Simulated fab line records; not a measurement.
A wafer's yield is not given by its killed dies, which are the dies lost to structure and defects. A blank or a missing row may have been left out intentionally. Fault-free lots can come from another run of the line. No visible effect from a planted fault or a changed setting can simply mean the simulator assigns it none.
What tool caused it? + flow sky130 + 12 lots, 36 wafers sampled, at 5 steps of a route of 708

== WHAT THE GAUGES SHOWED, per wafer ==
SKY_LI_CONTACT_OVL_MEAS_13. Usual: LI_CONTACT_OVL typically reads 3 nm, with standard deviation 5.9.
| lot  | measured     | on         | LI_CONTACT_OVL (nm) | flag |
|------|--------------|------------|---------------------|------|
| L582 | day 29 12:07 | overlay-01 | 2 2 2               |      |
| L583 | day 29 16:19 | overlay-02 | 0 -3 -5             |      |
| L586 | day 30 12:04 | overlay-01 | 6 4 5               |      |
| L587 | day 31 01:49 | overlay-01 | 6 9 12              |      |
| L588 | day 31 14:43 | overlay-02 | 8 8 8               |      |
| L589 | day 31 18:16 | overlay-01 | 14 9 10             |      |
| L590 | day 32 11:32 | overlay-02 | 13 15 3             |      |
| L593 | day 33 01:31 | overlay-01 | 4 -1 -2             |      |
| L592 | day 33 02:34 | overlay-01 | 9 6 2               |      |
| L599 | day 35 01:40 | overlay-02 | 2 -7 -1             |      |
| L603 | day 36 04:31 | overlay-01 | 10 1 3              |      |
| L604 | day 36 08:13 | overlay-01 | 7 8 2               |      |

SKY_CONTACT_THK_MEAS_01. Usual: CONTACT_CVD_00_THK typically reads 75.1 nm, with standard deviation 0.91.
| lot  | measured     | on           | CONTACT_CVD_00_THK (nm) | flag |
|------|--------------|--------------|-------------------------|------|
| L582 | day 30 18:19 | filmMetro-04 | 74.4 75.1 75.8          |      |
| L583 | day 30 22:05 | filmMetro-01 | 74.3 74.4 74.4          |      |
| L586 | day 31 17:28 | filmMetro-02 | 74.6 75.9 76.0          |      |
| L587 | day 32 07:07 | filmMetro-01 | 74.0 73.9 75.8          |      |
| L588 | day 32 19:47 | filmMetro-02 | 74.2 75.7 75.6          |      |
| L589 | day 32 23:35 | filmMetro-04 | 73.6 75.8 76.4          |      |
| L590 | day 33 16:48 | filmMetro-02 | 76.0 77.1 75.1          |      |
| L593 | day 34 07:33 | filmMetro-02 | 74.1 74.4 75.7          |      |
| L592 | day 34 08:02 | filmMetro-04 | 75.1 75.6 76.8          |      |
| L599 | day 36 05:56 | filmMetro-01 | 76.6 71.4 76.6          |      |
| L603 | day 37 08:49 | filmMetro-04 | 74.6 73.2 76.2          |      |
| L604 | day 37 12:39 | filmMetro-01 | 74.4 75.0 75.1          |      |

== TOOL THAT RAN EACH LOT (tool first, then ch and the chambers of the sampled wafers, then the start) ==
| lot  | SKY_LI_CONTACT_CVD_21        | SKY_LOCAL_INTERCONNECT_STRIP_15     | SKY_CONTACT_CVD_00              |
|------|------------------------------|-------------------------------------|---------------------------------|
| L582 | cvdW-02 ch 0,1, day 29 12:43 | plasmaAsher-02 ch 0,1, day 30 17:39 | pecvd-04 ch 0,2, day 30 18:17   |
| L583 | cvdW-01 ch 0,1, day 29 16:54 | plasmaAsher-04 ch 0,1, day 30 21:28 | pecvd-03 ch 0,1,2, day 30 22:03 |
| L586 | cvdW-01 ch 0,1, day 30 12:41 | plasmaAsher-02 ch 0,1, day 31 16:44 | pecvd-03 ch 0,1, day 31 17:25   |
| L587 | cvdW-01 ch 0,1, day 31 02:31 | plasmaAsher-02 ch 0,1, day 32 06:04 | pecvd-01 ch 0,1,2, day 32 07:05 |
| L588 | cvdW-02 ch 0,1, day 31 15:19 | plasmaAsher-02 ch 0,1, day 32 19:08 | pecvd-03 ch 1,2, day 32 19:44   |
| L589 | cvdW-02 ch 0,1, day 31 18:55 | plasmaAsher-03 ch 0,1, day 32 22:59 | pecvd-04 ch 0,1,2, day 32 23:32 |
| L590 | cvdW-02 ch 0,1, day 32 12:09 | plasmaAsher-04 ch 0,1, day 33 16:11 | pecvd-01 ch 0,1,2, day 33 16:45 |
| L593 | cvdW-02 ch 0,1, day 33 02:10 | plasmaAsher-03 ch 0,1, day 34 06:23 | pecvd-04 ch 0,2, day 34 07:30   |
| L592 | cvdW-01 ch 0,1, day 33 03:10 | plasmaAsher-02 ch 0, day 34 07:20   | pecvd-01 ch 0,1, day 34 08:00   |
| L599 | cvdW-01 ch 0,1, day 35 02:17 | plasmaAsher-02 ch 0,1, day 36 05:19 | pecvd-04 ch 0,1, day 36 05:55   |
| L603 | cvdW-01 ch 0, day 36 05:06   | plasmaAsher-02 ch 0,1, day 37 08:08 | pecvd-01 ch 0,1, day 37 08:46   |
| L604 | cvdW-02 ch 1, day 36 08:49   | plasmaAsher-04 ch 0, day 37 12:01   | pecvd-01 ch 0,1, day 37 12:37   |
- SKY_LI_CONTACT_CVD_21: deposits W, target thk 400 nm, time 120.56 s.
- SKY_LOCAL_INTERCONNECT_STRIP_15: strips in O2/N2.
- SKY_CONTACT_CVD_00: deposits Si3N4, target thk 75 nm.

== AS READ BY THE TOOLS THEMSELVES (means over the sampled wafers that have a number; for cases with no such wafer, the mark the record gives instead) ==
SKY_LI_CONTACT_CVD_21. Usual: heaterPowerW at 791 W, with a standard deviation of 39.
| lot  | tool    | heaterPowerW (W) | flag |
|------|---------|------------------|------|
| L582 | cvdW-02 | 801              |      |
| L583 | cvdW-01 | 760              |      |
| L586 | cvdW-01 | 751              |      |
| L587 | cvdW-01 | 802              |      |
| L588 | cvdW-02 | 818              |      |
| L589 | cvdW-02 | 807              |      |
| L590 | cvdW-02 | 812              |      |
| L593 | cvdW-02 | 802              |      |
| L592 | cvdW-01 | 767              |      |
| L599 | cvdW-01 | 761              |      |
| L603 | cvdW-01 | 820              |      |
| L604 | cvdW-02 | 831              |      |

SKY_LOCAL_INTERCONNECT_STRIP_15. Usual: chamberPressureMTorr 1500.2 mTorr, standard deviation 1.3; drypumpMotorCurrentA 5.5 A, standard deviation 0.46; oesProductAu 0.427 a.u., standard deviation 0.0046; stripTimeToEndpointS 4.722 s, standard deviation 0.021.
| lot  | tool           | chamberPressureMTorr (mTorr) | drypumpMotorCurrentA (A) | oesProductAu (a.u.) | stripTimeToEndpointS (s) | flag |
|------|----------------|------------------------------|--------------------------|---------------------|--------------------------|------|
| L582 | plasmaAsher-02 | 1500.6                       | 5.1                      | 0.429               | 4.707                    |      |
| L583 | plasmaAsher-04 | 1500.0                       | 5.6                      | 0.423               | 4.708                    |      |
| L586 | plasmaAsher-02 | 1499.1                       | 5.0                      | 0.428               | 4.725                    |      |
| L587 | plasmaAsher-02 | 1499.1                       | 5.1                      | 0.427               | 4.721                    |      |
| L588 | plasmaAsher-02 | 1500.7                       | 5.0                      | 0.429               | 4.737                    |      |
| L589 | plasmaAsher-03 | 1501.3                       | 6.1                      | 0.428               | 4.713                    |      |
| L590 | plasmaAsher-04 | 1500.8                       | 5.5                      | 0.423               | 4.714                    |      |
| L593 | plasmaAsher-03 | 1500.9                       | 5.8                      | 0.430               | 4.725                    |      |
| L592 | plasmaAsher-02 | 1498.9                       | 5.1                      | 0.424               | 4.728                    |      |
| L599 | plasmaAsher-02 | 1500.3                       | 5.0                      | 0.426               | 4.715                    |      |
| L603 | plasmaAsher-02 | 1500.9                       | 5.1                      | 0.424               | 4.739                    |      |
| L604 | plasmaAsher-04 | 1501.3                       | 5.6                      | 0.427               | 4.716                    |      |

SKY_CONTACT_CVD_00. Usual: heaterPowerW 698 W, standard deviation 130; rfFwdPowerW 444.9 W, standard deviation 1.5.
| lot  | tool     | heaterPowerW (W) | rfFwdPowerW (W) | flag |
|------|----------|------------------|-----------------|------|
| L582 | pecvd-04 | 798              | 444.9           |      |
| L583 | pecvd-03 | 679              | 444.4           |      |
| L586 | pecvd-03 | 651              | 445.7           |      |
| L587 | pecvd-01 | 715              | 445.4           |      |
| L588 | pecvd-03 | 669              | 444.5           |      |
| L589 | pecvd-04 | 705              | 444.6           |      |
| L590 | pecvd-01 | 709              | 444.9           |      |
| L593 | pecvd-04 | 743              | 445.3           |      |
| L592 | pecvd-01 | 650              | 444.2           |      |
| L599 | pecvd-04 | 754              | 418.8           | OFF  |
| L603 | pecvd-01 | 655              | 443.7           |      |
| L604 | pecvd-01 | 639              | 443.9           |      |

== THE ANSWER, worked out from the rows above alone ==
Rule: a lot is off if the mean of its wafers that have a number lies more than 3 standard deviations from the usual mean. Also off: a lot with no number at a reading for which 4 or more lots have one. All remaining lots with rows at the step are treated as sound. The gauges are gone through in route order, then the tools' own readings, and for those a lot's mean is taken as printed above. At the first step where some lot is off, the reading lying furthest off is the one used; lots without a number count as furthest.
Off, at SKY_CONTACT_CVD_00 on rfFwdPowerW: L599.
If a tool, at that step or one of the process steps before it, ran each lot that is off and ran no sound lot following the first of them, it fits. One fits: SKY_CONTACT_CVD_00 on pecvd-04. Its last sound lot is L593 (day 34 07:30), its first lot that is off L599 (day 36 05:55): a fault that began between those two fits.
The tool's own readings at SKY_CONTACT_CVD_00 bear it out: on the lots that are off they differ by more than 5 times the standard deviation of the sound lots' means. rfFwdPowerW reads 418.8 W there against 444.7 W on the sound lots.

== WHAT THE SIMULATOR HAD PUT IN ==
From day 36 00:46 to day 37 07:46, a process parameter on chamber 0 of pecvd-04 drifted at SKY_CONTACT_CVD_00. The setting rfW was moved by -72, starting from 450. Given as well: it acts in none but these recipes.
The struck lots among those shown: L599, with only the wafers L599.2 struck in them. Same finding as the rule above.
